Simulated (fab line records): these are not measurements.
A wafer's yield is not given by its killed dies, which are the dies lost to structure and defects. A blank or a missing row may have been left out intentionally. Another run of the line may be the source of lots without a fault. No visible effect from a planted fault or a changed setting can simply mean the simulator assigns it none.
A lot that was struck, set against a sound lot ; flow gf180mcu ; 17 out of 602 route steps
Sound: these wafers, L919.1, L919.2, L919.4. Wafers L929.2, L929.3, L929.4 were the ones struck. At the end, the cause is stated.
For every step that has rows: the tool of each side, followed by ch and its chambers, followed by its first start. Under that, the readings that differ: sound wafers ; struck wafers ; difference of the means ; sigmas: that difference in standard deviations of wafers without a fault.
alike: readings with means less than 2 such deviations apart, plus words and numbers identical on both sides. not compared: withheld readings, readings lacking a value on some wafer, bounds such as >300 that could conceal the same value, and numbers that have no deviation in the record and whose values overlap.
The two part at a step that has a row with sigmas, a row that says differs or no value, or rows on one side only. When numbers do not overlap yet have no deviation, they are printed without sigmas and do not part them. A reading that every wafer of one side lacks parts them only if that side has two wafers or more.

first, 4 steps without rows for these wafers: GF_VT_IMPLANT_SOFTBAKE_14 (time 60 s); GF_VT_IMPLANT_EXPOSE_15 (exposes mask Nwell LV AREA, target cd 860 nm); GF_VT_IMPLANT_PEB_16; GF_VT_IMPLANT_DEVELOP_17 (develop time 60 s).
GF_VT_IMPLANT_OVL_MEAS_18:
  sound on overlay-01, day 7 13:48; struck on overlay-01, day 10 05:17
  alike: VT_IMPLANT_01_OVL
then, 1 step without rows for these wafers: GF_VT_IMPLANT_IMPLANT_19.
GF_VT_IMPLANT_STRIP_20: strips in O2/N2.
  sound on plasma_asher-01 ch 0,1, day 7 13:59; struck on plasma_asher-01 ch 0,1, day 10 05:28
  alike: drypump_motor_current_A, heater_power_w, oes_product_au, strip_time_to_endpoint_s
  not compared: rf_hours_counter_h
GF_VT_IMPLANT_TW_MEAS_21:
  sound on film_metro-02, day 7 14:05; struck on film_metro-03, day 10 05:35
reading;sound;struck;difference;sigmas
VT_IMPLANT_2_TW;1217 1219 1219;1208 1200 1199;-16;-3
then, 4 steps without rows for these wafers: GF_VT_IMPLANT_DEHYDRATE_22 (time 60 s); GF_VT_IMPLANT_HMDS_23 (prime time 60 s); GF_VT_IMPLANT_COAT_24 (resist thk 1000 nm); GF_VT_IMPLANT_SOFTBAKE_25 (time 60 s).
GF_VT_IMPLANT_EXPOSE_26: exposes mask LVPWELL HV AREA, target cd 860 nm.
  sound on iline_stepper-02 ch 0, day 7 22:05; struck on iline_stepper-02 ch 0, day 10 14:26
reading;sound;struck;difference;sigmas
model.VT_IMPLANT.overlay_x_nm (nm);-0.3978 -0.3978 -0.3978;290.1 290.1 290.1;+290.5;
  alike: mask
then, 2 steps without rows for these wafers: GF_VT_IMPLANT_PEB_27; GF_VT_IMPLANT_DEVELOP_28 (develop time 60 s).
GF_VT_IMPLANT_OVL_MEAS_29:
  sound on overlay-01, day 8 06:08; struck on overlay-01, day 10 23:36
reading;sound;struck;difference;sigmas
VT_IMPLANT_02_OVL (nm);0.1 -1.3 0.7;287.0 288.7 286.9;+287.7;+99 or more
  not compared: hold
GF_PASSIVATION_PROBE_99:
  sound wafers here have rows in the record (prober-01, day 30 12:55); struck ones have none

WHERE THEY PART
Last at GF_PASSIVATION_PROBE_99 as far as this record goes, first at GF_VT_IMPLANT_TW_MEAS_21.

WHY: what the simulator had put in
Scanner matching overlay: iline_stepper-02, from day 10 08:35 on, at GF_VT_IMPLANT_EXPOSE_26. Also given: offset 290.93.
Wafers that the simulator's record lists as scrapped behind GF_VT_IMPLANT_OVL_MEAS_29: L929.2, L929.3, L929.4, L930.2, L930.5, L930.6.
